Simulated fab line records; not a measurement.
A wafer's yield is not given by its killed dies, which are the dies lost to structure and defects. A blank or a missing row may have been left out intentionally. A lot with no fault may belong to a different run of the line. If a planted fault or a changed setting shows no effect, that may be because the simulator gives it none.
A lot that was struck, set against a sound lot :: flow sfq_line :: 14 out of 325 route steps
Sound: these wafers, L887.1, L887.2, L887.4. Wafers struck: L879.2, L879.4, L879.5. The cause comes at the end.
Each step with rows lists, per side, the tool, then ch with its chambers, then its first start. Under that, the readings that differ: sound wafers :: struck wafers :: difference of the means :: sigmas: that difference in standard deviations of wafers without a fault.
alike: readings with means less than 2 such deviations apart, plus words and numbers identical on both sides. not compared: withheld readings, readings lacking a value on some wafer, bounds such as >300 that could conceal the same value, and numbers that have no deviation in the record and whose values overlap.
The two part at a step that has a row with sigmas, a row that says differs or no value, or rows on one side only. When numbers do not overlap yet have no deviation, they are printed without sigmas and do not part them. A reading that every wafer of one side lacks parts them only if that side has two wafers or more.

SFQ_TRILAYER_M0_BARC_OPEN_METAL_ETCH_031: etches BARC in O2, target depth 125 nm, time 41.7 s.
  sound on rie_metal-01 ch 0,1, day 12 08:29; struck on rie_metal-01 ch 0,1, day 10 04:14
  alike: chamber_pressure_mTorr, drypump_motor_current_A, oes_product_au
  not compared: rf_hours_counter_h
then, 1 step without rows for these wafers: SFQ_TRILAYER_M0_ETCH_METAL_ETCH_024 (etches Nb in Cl2/Ar, stops on SiO2, target depth 240 nm, time 120 s).
SFQ_TRILAYER_M0_STRIP_STRIP_025: strips in O2.
  sound on rie_metal-01 ch 0,1, day 12 08:40; struck on rie_metal-01 ch 0,1, day 10 04:25
  alike: chamber_pressure_mTorr, drypump_motor_current_A, oes_product_au
  not compared: rf_hours_counter_h
then, 1 step without rows for these wafers: SFQ_TRILAYER_M0_STRIP_SOLV_CLEAN_026 (cleans in NMP, time 600 s).
SFQ_TRILAYER_I0_DEP_PECVD_027: deposits SiO2 from SiH4/N2O, time 111.11 s, target thk 500 nm.
  sound on pecvd-04 ch 0,1,2, day 12 09:27; struck on pecvd-04 ch 0,2, day 10 05:14
  alike: heater_power_outer_w, heater_power_w, showerhead_vpp_V, throttle_valve_pct
  not compared: since_wet_clean_h
SFQ_TRILAYER_I0_CMP_CMP_028: polishes SiO2.
  sound on cmp-01 ch 0,1,3, day 12 15:08; struck on cmp-01 ch 1,2, day 10 05:19
  alike: motor_current_A, slurry_filter_dp_kPa, slurry_flow_ml_min, time_to_endpoint_s
SFQ_I0_BOW_MEAS_907:
  sound on film_metro-02, day 12 17:38; struck on film_metro-02, day 10 08:20
  alike: I0_BOW
SFQ_TRILAYER_I0_METRO_MEASURE_029:
  sound on film_metro-02, day 12 17:45; struck on film_metro-02, day 10 08:38
  alike: thk_nm
then, 4 steps without rows for these wafers: SFQ_TRILAYER_I0_VIA_LITHO_COAT_036 (resist thk 62 nm); SFQ_TRILAYER_I0_VIA_LITHO_COAT_031 (resist thk 650 nm); SFQ_TRILAYER_I0_VIA_LITHO_SOFTBAKE_035; SFQ_TRILAYER_I0_VIA_LITHO_EXPOSE_032 (exposes mask I0, target cd 500 nm).
-- the record jumps here: 3 days lie between the struck wafers' starts before and after --
SFQ_TRILAYER_I0_VIA_LITHO_PEB_034: peb time 60 s.
  struck on litho_track-04, day 13 02:08; sound on litho_track-02 ch 0, day 15 10:31
  no value came back on the struck wafers for chill_plate_temp_C (C), exhaust_pa (Pa); on the sound wafers chill_plate_temp_C (C) reads 23.01 23.05 22.98
then, 1 step without rows for these wafers: SFQ_TRILAYER_I0_VIA_LITHO_DEVELOP_033 (time 60 s).

## WHERE THEY PART
SFQ_TRILAYER_I0_VIA_LITHO_PEB_034 only, going by this record.

WHY: whatever the simulator had introduced
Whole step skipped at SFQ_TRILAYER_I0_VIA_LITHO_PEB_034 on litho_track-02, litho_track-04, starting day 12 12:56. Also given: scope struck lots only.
